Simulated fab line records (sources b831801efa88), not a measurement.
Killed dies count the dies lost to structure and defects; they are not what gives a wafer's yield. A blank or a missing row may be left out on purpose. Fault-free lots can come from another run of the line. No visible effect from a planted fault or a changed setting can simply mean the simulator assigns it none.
Matching of chambers | flow sky130 | SKY_POLY_GATE_ETCH_16 on rieDiel-02: 4 sister chambers
The step etches Si3N4 in CH3F/O2, stops on poly-Si, time 147.5 s, target depth 75 nm. 8 wafers are shown with their chamber, then 7 later ones without.

== EACH WAFER AND ITS CHAMBER ==
wafer  | chamber | throttleValvePct (%) | oesProductAu (a.u.)
L658.5 | 1       | 10.519               | 0.641
L659.2 | 1       | 10.533               | 0.632
L664.6 | 2       | 10.541               | 0.639
L667.1 | 3       | 10.539               | 0.642
L667.3 | 0       | 10.548               | 0.636
L667.5 | 3       | 10.544               | 0.633
L673.1 | 0       | 10.541               | 0.648
L673.5 | 2       | 10.535               | 0.642

== WAFERS MISSING THEIR CHAMBER ==
wafer  | throttleValvePct (%) | oesProductAu (a.u.)
L673.6 | 10.506               | 0.637
L676.1 | 10.540               | 0.645
L676.5 | 10.552               | 0.629
L676.6 | 10.519               | 0.647
L678.1 | 10.541               | 0.643
L678.2 | 10.553               | 0.633
L678.3 | 10.536               | 0.637

== CHAMBER TAKEN BY EACH ==
wafer  | from the rows above               | in truth
L673.6 | can't be placed: 1 or 2           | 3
L676.1 | can't be placed: 2 or 0 or 3 or 1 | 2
L676.5 | can't be placed: 3 or 0 or 2      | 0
L676.6 | can't be placed: 1 or 2 or 3      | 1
L678.1 | can't be placed: 0 or 2 or 3      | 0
L678.2 | can't be placed: 0 or 3 or 2      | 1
L678.3 | can't be placed: 2 or 3 or 0 or 1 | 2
Correct placement for 0 of the 7. Not placeable from these rows: 7 (in 5, the candidates include the true chamber). Placed wrongly: 0.
How it was worked out, from the rows above alone: a wafer's distance from a chamber is the root of the sum, over the readings, of the square of ((its reading less the chamber's mean) divided by the reading's scatter). If the next closest chamber is less than 2 further off than the closest, the wafer can't be placed; otherwise it belongs to the closest. The mean given for a chamber averages the wafers shown for that chamber. The scatter: the root of (the sum of the squares of (reading less its chamber's mean) over the shown wafers, divided by (wafers less chambers)).
